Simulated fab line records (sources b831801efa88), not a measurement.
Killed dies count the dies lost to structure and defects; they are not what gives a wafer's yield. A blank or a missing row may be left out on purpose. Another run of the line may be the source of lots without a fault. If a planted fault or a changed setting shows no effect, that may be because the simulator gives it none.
fab line records | flow gf180mcu | part 1 of 2: steps 1 to 26 of 36
record: lots: 5 wafers: 15 last_day: 33
route steps=602 shown SAB@268 SALICIDE@278 CONTACT@287
lots untouched by any fault: they come from a run of this same line in which no faults occurred
start_h: the number of hours between the record's first day and the start of the first shown wafer of the lot | wait_h: time in hours since the lot's previous step | " repeats the value in the row above | L1.1+2: one row covering several wafers at once | - no value, or no start given | * or withheld: withheld | < > ~ a bound
route shown NAME@n: NAME is a module with steps in the file, n the number in the route of the first one | usual: the fault-free wafers' mean and standard deviation | same: alike in all rows | chamber/n: place in a boat | sites: per-site readings | _std_site: standard deviation across them | _edge_site: inner sites' mean taken away from outer sites' mean | radius_mm: for every site, how far away it sits from the centre of the wafer | mask NAME#n: copy n | behind: tool/chamber where the wafer was last shaped | hold: reason for holding the lot/hours on hold/outcome of the hold | device: transistor that didn't switch, given as n, p or np | end of line: tests of these same wafers at the route's end | for a step that has no rows: nothing shown but its recipe | killed: at the first sort, the dies lost to defects and structure; wafer yield is something else | map: per-die view of a wafer (x killed, . not killed, _ where there is no die)
set.NAME: the run value of the setting; set.NAME@STEP: its run value at that earlier step | model.NAME: the simulator's own value behind a step, which no gauge read
certain route steps with their lots: each step a table, each wafer a row
services: the hour from which a tool's chamber was out of use, counted from the record's first day as start_h (under 0 if before that day), plus the number of hours and why
== steps ==
step: GF_SAB_COAT_04
recipe: resist: NOVOLAK spin_rpm: 3000 resist_thk_nm: 1000
usual: exhaust_pa: 44.9/0.77
columns lot.wafer tool chamber start_h wait_h exhaust_pa
L077.1 litho_track-03 0 354.08 0.1 45.5
L077.4 " 0 " " 43.8
L077.6 " 0 " " 45.0
L085.1 litho_track-01 0 424.64 0.1 44.1
L085.4 " 0 " " 44.0
L085.5 " 0 " " 44.4
L087.1 litho_track-01 0 443.14 0.1 45.2
L087.3 " 0 " " 44.7
L087.4 " 0 " " 45.7
L088.1 litho_track-03 0 448.18 0.1 45.3
L088.2 " 0 " " 45.4
L088.5 " 0 " " 44.6
L094.2 litho_track-01 0 495.11 0.1 45.2
L094.4 " 0 " " 45.3
L094.5 " 0 " " 44.8
step: GF_SAB_SOFTBAKE_05
recipe: temp_c: 90 time_s: 60 resist: NOVOLAK
usual: exhaust_pa: 44.8/0.81 heater_power_total_W: 56.59/0.049
columns lot.wafer tool chamber start_h wait_h exhaust_pa heater_power_total_W
L077.1 litho_track-03 0 354.23 0.1 45.4 56.48
L077.4 " 0 " " 45.1 56.66
L077.6 " 0 " " 45.1 56.60
L085.1 litho_track-01 0 424.79 0.1 44.5 56.59
L085.4 " 0 " " 43.4 56.51
L085.5 " 0 " " 43.8 56.64
L087.1 litho_track-01 0 443.29 0.1 45.6 56.59
L087.3 " 0 " " 44.2 56.56
L087.4 " 0 " " 45.1 56.49
L088.1 litho_track-03 0 448.33 0.1 43.9 56.55
L088.2 " 0 " " 44.6 56.48
L088.5 " 0 " " 42.7 56.59
L094.2 litho_track-01 0 495.26 0.1 44.7 56.63
L094.4 " 0 " " 45.1 56.58
L094.5 " 0 " " 45.4 56.55
step: GF_SAB_EXPOSE_06
recipe: mask_id: SAB target_cd_nm: 420 na: 0.6 source_shape: conventional sigma_outer: 0.6 dose_mj: 140
same: sigma_outer: 0.6
columns lot.wafer tool chamber start_h wait_h mask
L077.1+4+6 iline_stepper-02 0 - - SAB#0
L085.1+4+5 iline_stepper-02 0 - - SAB#0
L087.1+3+4 iline_stepper-01 0 - - SAB#0
L088.1+2+5 iline_stepper-01 0 - - SAB#0
L094.2+4+5 iline_stepper-02 0 - - SAB#0
step: GF_SAB_PEB_07
recipe: temp_c: withheld time_s: * resist: NOVOLAK
usual: exhaust_pa: 45.1/0.86
columns lot.wafer tool chamber start_h wait_h exhaust_pa
L077.1 litho_track-03 0 - - 44.1
L077.4 " 0 " " 45.2
L077.6 " 0 " " 44.6
L085.1 litho_track-02 0 - - 44.7
L085.4 " 0 " " 44.9
L085.5 " 0 " " 47.0
L087.1 litho_track-02 0 - - 46.2
L087.3 " 0 " " 45.1
L087.4 " 0 " " 44.8
L088.1 litho_track-02 0 - - 44.0
L088.2 " 0 " " 45.4
L088.5 " 0 " " 46.6
L094.2 litho_track-03 0 - - 43.5
L094.4 " 0 " " 45.1
L094.5 " 0 " " 45.4
step: GF_SAB_DEVELOP_08
recipe: develop_time_s: 60 dev_temp_c: 23
usual: developer_temp_C: 23.00/0.095 exhaust_pa: 45.0/0.85
columns lot.wafer tool chamber start_h wait_h developer_temp_C exhaust_pa
L077.1 litho_track-03 0 364.78 0.1 22.94 45.1
L077.4 " 0 " " 22.86 44.5
L077.6 " 0 " " 22.87 45.6
L085.1 litho_track-02 0 436.84 0.1 22.94 45.1
L085.4 " 0 " " 22.91 43.3
L085.5 " 0 " " 22.87 44.7
L087.1 litho_track-02 0 455.14 0.1 22.99 44.4
L087.3 " 0 " " 22.86 44.8
L087.4 " 0 " " 23.03 44.4
L088.1 litho_track-02 0 460.59 0.1 22.92 45.7
L088.2 " 0 " " 22.98 44.3
L088.5 " 0 " " 23.05 44.1
L094.2 litho_track-03 0 506.45 0.1 22.92 45.8
L094.4 " 0 " " 22.97 45.8
L094.5 " 0 " " 22.96 43.2
step: GF_SAB_CD_MEAS_09
recipe: target_cd_nm: 420
usual: cd_nm: 419.3/2.4
columns lot.wafer tool chamber start_h wait_h cd_nm
L077.1 cd_sem-02 - 364.93 0.1 416.2
L077.4 " - " " 418.0
L077.6 " - " " 418.0
L085.1 cd_sem-01 - 436.99 0.1 416.8
L085.4 " - " " 416.1
L085.5 " - " " 416.2
L087.1 cd_sem-01 - 455.29 0.1 420.8
L087.3 " - " " 422.9
L087.4 " - " " 421.9
L088.1 cd_sem-01 - 460.74 0.1 416.6
L088.2 " - " " 416.3
L088.5 " - " " 419.0
L094.2 cd_sem-01 - 506.60 0.1 421.4
L094.4 " - " " 421.5
L094.5 " - " " 421.6
step: GF_SAB_OVL_MEAS_10
usual: SAB_OVL: 0.1/1.5
columns lot.wafer tool chamber start_h wait_h SAB_OVL[nm]
L077.1 overlay-02 - 365.05 0.1 -2.2
L077.4 " - " " -1.9
L077.6 " - " " -1.4
L085.1 overlay-02 - 437.11 0.1 1.0
L085.4 " - " " -0.5
L085.5 " - " " 1.3
L087.1 overlay-01 - 455.41 0.1 -1.9
L087.3 " - " " -2.3
L087.4 " - " " -1.2
L088.1 overlay-01 - 460.86 0.1 1.1
L088.2 " - " " 2.8
L088.5 " - " " -0.3
L094.2 overlay-01 - 506.70 0.1 -0.1
L094.4 " - " " 0.0
L094.5 " - " " -1.1
step: GF_SAB_ETCH_11
recipe: chemistry: C4F8/O2/Ar mask_material: NOVOLAK target: SiO2 target_depth_nm: 55 source_w: 1500 bias_w: 1200 pressure_mtorr: 40 c4f8_flow_sccm: withheld O2_flow_sccm: 6 Ar_flow_sccm: 300 time_s: 8.5
usual: bias_w: 1200/3.3 oes_product_au: 0.998/0.008
columns lot.wafer tool chamber start_h wait_h bias_w oes_product_au rf_hours_counter_h
L077.1 rie_diel-02 2 365.09 0.0 1202 1.008 30
L077.4 " 3 " " 1202 1.000 112
L077.6 " 2 " " 1201 1.005 -
L085.1 rie_diel-02 0 437.14 0.0 1204 0.997 33
L085.4 " 2 " " 1205 1.009 32
L085.5 " 3 " " 1200 0.990 -
L087.1 rie_diel-02 0 455.44 0.0 1198 1.009 33
L087.3 " 2 " " 1199 0.997 32
L087.4 " 3 " " 1204 0.993 1
L088.1 rie_diel-03 2 460.90 0.0 1200 0.995 5
L088.2 " 3 " " 1201 0.990 11
L088.5 " 3 " " 1199 0.990 -
L094.2 rie_diel-01 0 506.73 0.0 1197 0.989 3
L094.4 " 3 " " 1197 0.987 16
L094.5 " 2 " " 1195 1.010 -
step: GF_SAB_WET_ETCH_12
recipe: chemistry: dHF target_depth_nm: 22 dry: n2_spin target: SiO2 temp_c: 25 dilution: 100:1 time_s: 440
columns lot.wafer tool chamber start_h wait_h
L077.1+4+6 wet_bench-01 1 365.11 0.0
L085.1+4+5 wet_bench-02 3 437.17 0.0
L087.1+3+4 wet_bench-02 2 455.47 0.0
L088.1+2+5 wet_bench-04 0 460.92 0.0
L094.2+4+5 wet_bench-02 2 506.76 0.0
step: GF_SAB_STRIP_13
recipe: chemistry: O2/N2 power_w: 1400 pressure_mtorr: 1500 platen_temp_c: 250 o2_flow_sccm: 3000 n2_flow_sccm: 300 overash_fraction: 0.5
usual: drypump_motor_current_A: 6.0/0.47 heater_power_w: 315/32 oes_product_au: 0.709/0.0043 strip_time_to_endpoint_s: 12.62/0.035
columns lot.wafer tool chamber start_h wait_h drypump_motor_current_A heater_power_w oes_product_au rf_hours_counter_h strip_time_to_endpoint_s
L077.1 plasma_asher-01 0 365.24 0.0 5.3 276 0.710 22 12.64
L077.4 " 0 " " 5.3 269 0.710 - 12.65
L077.6 " 0 " " 5.3 276 0.708 - 12.63
L085.1 plasma_asher-04 1 437.30 0.0 6.6 332 0.706 78 12.60
L085.4 " 0 " " 6.6 319 0.719 - 12.59
L085.5 " 0 " " 6.6 316 0.706 - 12.64
L087.1 plasma_asher-02 1 455.60 0.0 6.0 281 0.713 3 12.56
L087.3 " 1 " " 6.0 273 0.702 - 12.61
L087.4 " 0 " " 5.8 346 0.707 - 12.54
L088.1 plasma_asher-04 1 461.06 0.0 6.6 321 0.715 81 12.65
L088.2 " 0 " " 6.6 320 0.712 81 12.66
L088.5 " 1 " " 6.6 326 0.707 - 12.65
L094.2 plasma_asher-04 0 506.89 0.0 6.6 313 0.707 85 12.69
L094.4 " 0 " " 6.6 310 0.704 - 12.70
L094.5 " 0 " " 6.6 317 0.708 - 12.69
step: GF_SALICIDE_CLEAN_00
recipe: chemistry: SC1/SC2 mix: 1:4:20 temp_c: 70 time_s: 150
columns lot.wafer tool chamber start_h wait_h
L077.1+4+6 wet_bench-02 3 365.34 0.1
L085.1+4+5 wet_bench-03 3 437.40 0.1
L087.1+3+4 wet_bench-02 3 455.70 0.1
L088.1+2+5 wet_bench-04 0 461.16 0.1
L094.2+4+5 wet_bench-04 3 506.99 0.1
step: GF_SALICIDE_WET_ETCH_01
recipe: chemistry: dHF target_depth_nm: 5 dry: ipa_marangoni target: SiO2 temp_c: 25 dilution: 100:1 time_s: 100
columns lot.wafer tool chamber start_h wait_h
L077.1+4+6 wet_bench-04 3 365.39 0.0
L085.1+4+5 wet_bench-04 3 437.45 0.0
L087.1+3+4 wet_bench-03 0 455.75 0.0
L088.1+2+5 wet_bench-02 3 461.21 0.0
L094.2+4+5 wet_bench-03 0 507.04 0.0
step: GF_SALICIDE_SPUTTER_02
recipe: material: Co target_thk_nm: 10 power_w: 985.5 time_s: 20 chamber_pressure_pa: 0.4
usual: throttle_valve_pct: 29.6/0.95
columns lot.wafer tool chamber start_h wait_h throttle_valve_pct
L077.1 pvd_sputter-02 - 365.42 0.0 28.4
L077.4 " - " " 28.9
L077.6 " - " " 28.3
L085.1 pvd_sputter-02 - 437.48 0.0 28.9
L085.4 " - " " 28.1
L085.5 " - " " 30.9
L087.1 pvd_sputter-02 - 455.78 0.0 28.2
L087.3 " - " " 31.0
L087.4 " - " " 29.3
L088.1 pvd_sputter-02 - 461.25 0.0 28.4
L088.2 " - " " 30.8
L088.5 " - " " 28.5
L094.2 pvd_sputter-02 - 507.08 0.0 28.3
L094.4 " - " " 31.0
L094.5 " - " " 30.9
step: GF_SALICIDE_SPUTTER_03
recipe: material: TiN target_thk_nm: 20 power_w: 6500 time_s: 16.7 chamber_pressure_pa: 0.4
usual: throttle_valve_pct: 29.6/0.94
columns lot.wafer tool chamber start_h wait_h throttle_valve_pct
L077.1 pvd_sputter-02 - 365.45 0.0 28.4
L077.4 " - " " 29.1
L077.6 " - " " 28.5
L085.1 pvd_sputter-02 - 437.51 0.0 29.0
L085.4 " - " " 28.3
L085.5 " - " " 30.9
L087.1 pvd_sputter-02 - 455.81 0.0 28.3
L087.3 " - " " 30.9
L087.4 " - " " 29.1
L088.1 pvd_sputter-02 - 461.28 0.0 28.2
L088.2 " - " " 31.0
L088.5 " - " " 28.6
L094.2 pvd_sputter-02 - 507.10 0.0 28.6
L094.4 " - " " 30.8
L094.5 " - " " 30.9
step: GF_SALICIDE_RS_MEAS_04
recipe: thk_meas_gauge: four-point-probe reads: TiN_of_SALICIDE_SPUTTER_03+Co_of_SALICIDE_SPUTTER_02
usual: SALICIDE_TIN_RS: 16.48/0.25
columns lot.wafer tool chamber start_h wait_h SALICIDE_TIN_RS[ohm/sq]
L077.1 film_metro-04 - 365.48 0.0 16.57
L077.4 " - " " 16.50
L077.6 " - " " 16.53
L085.1 film_metro-04 - 437.54 0.0 16.16
L085.4 " - " " 16.04
L085.5 " - " " 16.21
L087.1 film_metro-03 - 455.84 0.0 16.68
L087.3 " - " " 16.45
L087.4 " - " " 16.48
L088.1 film_metro-04 - 461.30 0.0 16.36
L088.2 " - " " 16.39
L088.5 " - " " 16.24
L094.2 film_metro-03 - 507.15 0.0 16.36
L094.4 " - " " 16.57
L094.5 " - " " 16.55
step: GF_SALICIDE_THK_MEAS_05
recipe: thk_meas_gauge: xrf reads: TiN_of_SALICIDE_SPUTTER_03
usual: SALICIDE_TIN_THK: 19.99/0.24
columns lot.wafer tool chamber start_h wait_h SALICIDE_TIN_THK[nm]
L077.1 film_metro-04 - 365.60 0.1 19.69
L077.4 " - " " 19.56
L077.6 " - " " 19.69
L085.1 film_metro-04 - 437.66 0.1 20.06
L085.4 " - " " 20.11
L085.5 " - " " 19.96
L087.1 film_metro-03 - 455.96 0.1 20.12
L087.3 " - " " 20.39
L087.4 " - " " 20.18
L088.1 film_metro-04 - 461.42 0.1 20.35
L088.2 " - " " 20.34
L088.5 " - " " 20.28
L094.2 film_metro-03 - 507.26 0.1 20.17
L094.4 " - " " 20.23
L094.5 " - " " 20.28
step: GF_SALICIDE_RTA_06
recipe: temp_c: 530 time_s: 30 ambient: N2
usual: lamp_power_pct: 6.59/0.18 wafer_temp_C_max: 532.0/0.5
columns lot.wafer tool chamber start_h wait_h lamp_power_pct wafer_temp_C_max
L077.1 rtp_anneal-01 0 365.66 0.1 6.86 532.3
L077.4 " 0 " " 6.87 532.0
L077.6 " 0 " " 6.88 531.6
L085.1 rtp_anneal-02 0 437.72 0.1 6.47 532.0
L085.4 " 0 " " 6.47 531.9
L085.5 " 0 " " 6.47 533.0
L087.1 rtp_anneal-01 0 456.02 0.1 6.87 532.9
L087.3 " 0 " " 6.87 532.6
L087.4 " 0 " " 6.87 531.5
L088.1 rtp_anneal-02 0 461.48 0.1 6.47 531.7
L088.2 " 0 " " 6.48 532.1
L088.5 " 0 " " 6.47 532.0
L094.2 rtp_anneal-02 0 507.33 0.1 6.48 531.6
L094.4 " 0 " " 6.47 531.3
L094.5 " 0 " " 6.47 531.6
step: GF_SALICIDE_WET_ETCH_07
recipe: chemistry: SPM target_depth_nm: 120 dry: n2_spin
columns lot.wafer tool chamber start_h wait_h
L077.1+4+6 wet_bench-02 1 365.76 0.1
L085.1+4+5 wet_bench-03 1 437.82 0.1
L087.1+3+4 wet_bench-04 2 456.12 0.1
L088.1+2+5 wet_bench-04 2 461.58 0.1
L094.2+4+5 wet_bench-03 2 507.41 0.1
step: GF_SALICIDE_RTA_08
recipe: temp_c: 800 time_s: 30 ambient: N2
usual: lamp_power_pct: 18.7/0.54 wafer_temp_C_max: 803.0/0.75
columns lot.wafer tool chamber start_h wait_h lamp_power_pct wafer_temp_C_max
L077.1 rtp_anneal-02 0 365.85 0.0 18.0 802.5
L077.4 " 0 " " 17.9 802.4
L077.6 " 0 " " 18.0 802.2
L085.1 rtp_anneal-01 0 437.91 0.0 19.1 802.9
L085.4 " 0 " " 19.1 803.1
L085.5 " 0 " " 19.1 803.1
L087.1 rtp_anneal-02 0 456.22 0.0 18.0 802.4
L087.3 " 0 " " 17.9 803.3
L087.4 " 0 " " 18.0 802.0
L088.1 rtp_anneal-01 0 461.68 0.0 19.1 803.5
L088.2 " 0 " " 19.1 802.3
L088.5 " 0 " " 19.1 803.8
L094.2 rtp_anneal-01 0 507.52 0.0 19.1 803.7
L094.4 " 0 " " 19.1 802.5
L094.5 " 0 " " 19.1 804.0
step: GF_CONTACT_CVD_00
recipe: material: SiO2 target_thk_nm: 300 sigma_open_frac: 0.3 temp_c: 400 time_s: 50 sih4_flow_sccm: 60 pressure_mtorr: 6
usual: sih4_flow_sccm: 60.01/0.17
columns lot.wafer tool chamber start_h wait_h sih4_flow_sccm
L077.1 hdpcvd-01 1 365.95 0.1 60.10
L077.4 " 1 " " 60.19
L077.6 " 2 " " 60.06
L085.1 hdpcvd-02 2 438.01 0.1 60.25
L085.4 " 2 " " 59.92
L085.5 " 1 " " 60.26
L087.1 hdpcvd-02 1 456.32 0.1 60.08
L087.3 " 0 " " 60.35
L087.4 " 1 " " 60.06
L088.1 hdpcvd-02 2 461.78 0.1 60.08
L088.2 " 1 " " 59.97
L088.5 " 0 " " 60.20
L094.2 hdpcvd-01 1 507.60 0.1 60.02
L094.4 " 2 " " 60.31
L094.5 " 1 " " 59.99
step: GF_CONTACT_THK_MEAS_01
recipe: reads: SiO2_of_CONTACT_CVD_00
usual: CONTACT_CVD_00_THK: 301/3.6
columns lot.wafer tool chamber start_h wait_h CONTACT_CVD_00_THK[nm]
L077.1 film_metro-01 - 365.99 0.0 298
L077.4 " - " " 300
L077.6 " - " " 298
L085.1 film_metro-01 - 438.05 0.0 310
L085.4 " - " " 307
L085.5 " - " " 301
L087.1 film_metro-04 - 456.36 0.0 301
L087.3 " - " " 297
L087.4 " - " " 297
L088.1 film_metro-04 - 461.82 0.0 301
L088.2 " - " " 298
L088.5 " - " " 300
L094.2 film_metro-04 - 507.66 0.0 304
L094.4 " - " " 302
L094.5 " - " " 303
step: GF_CONTACT_CVD_02
recipe: material: SiO2 target_thk_nm: 860 precursor: TEOS temp_c: 400 time_s: 95.992 rf_w: 600
usual: heater_power_w: 636/100
columns lot.wafer tool chamber start_h wait_h heater_power_w
L077.1 pecvd-02 1 366.05 0.1 746
L077.4 " 0 " " 790
L077.6 " 2 " " 469
L085.1 pecvd-02 2 438.11 0.1 534
L085.4 " 2 " " 566
L085.5 " 0 " " 610
L087.1 pecvd-01 0 456.42 0.1 604
L087.3 " 2 " " 615
L087.4 " 2 " " 667
L088.1 pecvd-02 2 461.88 0.1 488
L088.2 " 0 " " 697
L088.5 " 0 " " 733
L094.2 pecvd-04 2 507.71 0.0 692
L094.4 " 2 " " 698
L094.5 " 0 " " 593
step: GF_CONTACT_THK_MEAS_03
recipe: reads: SiO2_of_CONTACT_CVD_02
usual: CONTACT_CVD_02_THK: 859/11
columns lot.wafer tool chamber start_h wait_h CONTACT_CVD_02_THK[nm]
L077.1 film_metro-02 - 366.12 0.0 839
L077.4 " - " " 859
L077.6 " - " " 865
L085.1 film_metro-01 - 438.18 0.0 847
L085.4 " - " " 865
L085.5 " - " " 856
L087.1 film_metro-02 - 456.49 0.0 857
L087.3 " - " " 860
L087.4 " - " " 872
L088.1 film_metro-02 - 461.95 0.0 866
L088.2 " - " " 858
L088.5 " - " " 875
L094.2 film_metro-04 - 507.79 0.0 856
L094.4 " - " " 875
L094.5 " - " " 877
step: GF_CONTACT_CMP_04
recipe: material: SiO2 down_force_psi: 4 platen_rpm: 60 pad_velocity_m_s: 0.94248
usual: motor_current_A: 12.5/1 time_to_endpoint_s: 112/5.9
columns lot.wafer tool chamber start_h wait_h motor_current_A time_to_endpoint_s
L077.4 cmp-02 3 366.18 0.0 13.0 108
L077.1 " 0 " " 11.8 99
L077.6 " 3 " " 12.5 116
L085.4 cmp-02 3 438.24 0.0 13.2 121
L085.1 " 2 " " 14.0 105
L085.5 " 3 " " 13.9 115
L087.3 cmp-02 3 456.60 0.1 13.5 115
L087.1 " 0 " " 12.2 114
L087.4 " 1 " " 12.4 123
L088.1 cmp-02 3 462.06 0.1 12.7 118
L088.2 " 0 " " 12.2 116
L088.5 " 3 " " 12.9 125
L094.4 cmp-01 1 507.84 0.0 11.8 115
L094.2 " 0 " " 11.6 112
L094.5 " 1 " " 11.4 118
step: GF_CONTACT_BOW_MEAS_05
recipe: mode: bow
usual: CONTACT_BOW: 66/8
columns lot.wafer tool chamber start_h wait_h CONTACT_BOW[um]
L077.1 film_metro-02 - 366.48 0.2 61
L077.4 " - " " 77
L077.6 " - " " 56
L085.1 film_metro-02 - 438.54 0.1 68
L085.4 " - " " 70
L085.5 " - " " 59
L087.1 film_metro-02 - 456.85 0.1 76
L087.3 " - " " 61
L087.4 " - " " 73
L088.1 film_metro-04 - 462.31 0.2 62
L088.2 " - " " 67
L088.5 " - " " 80
L094.2 film_metro-04 - 508.16 0.1 55
L094.4 " - " " 63
L094.5 " - " " 81
step: GF_CONTACT_DEHYDRATE_06
recipe: temp_c: 200 time_s: 60
usual: exhaust_pa: 45.0/0.91 heater_power_total_W: 160.37/0.12
columns lot.wafer tool chamber start_h wait_h exhaust_pa heater_power_total_W
L077.1 litho_track-01 0 376.84 10.3 45.6 160.46
L077.4 " 0 " " 43.9 160.56
L077.6 " 0 " " 46.5 160.19
L085.1 litho_track-04 0 450.63 12.1 43.4 160.24
L085.4 " 0 " " 44.1 160.36
L085.5 " 0 " " 44.8 160.59
L087.1 litho_track-04 0 468.58 11.7 44.2 160.55
L087.3 " 0 " " 44.3 160.26
L087.4 " 0 " " 44.0 160.37
L088.1 litho_track-04 0 474.33 12.0 46.3 160.33
L088.2 " 0 " " 45.9 160.17
L088.5 " 0 " " 44.8 160.29
L094.2 litho_track-03 0 519.80 11.6 45.1 160.29
L094.4 " 0 " " 44.7 160.58
L094.5 " 0 " " 43.9 160.63
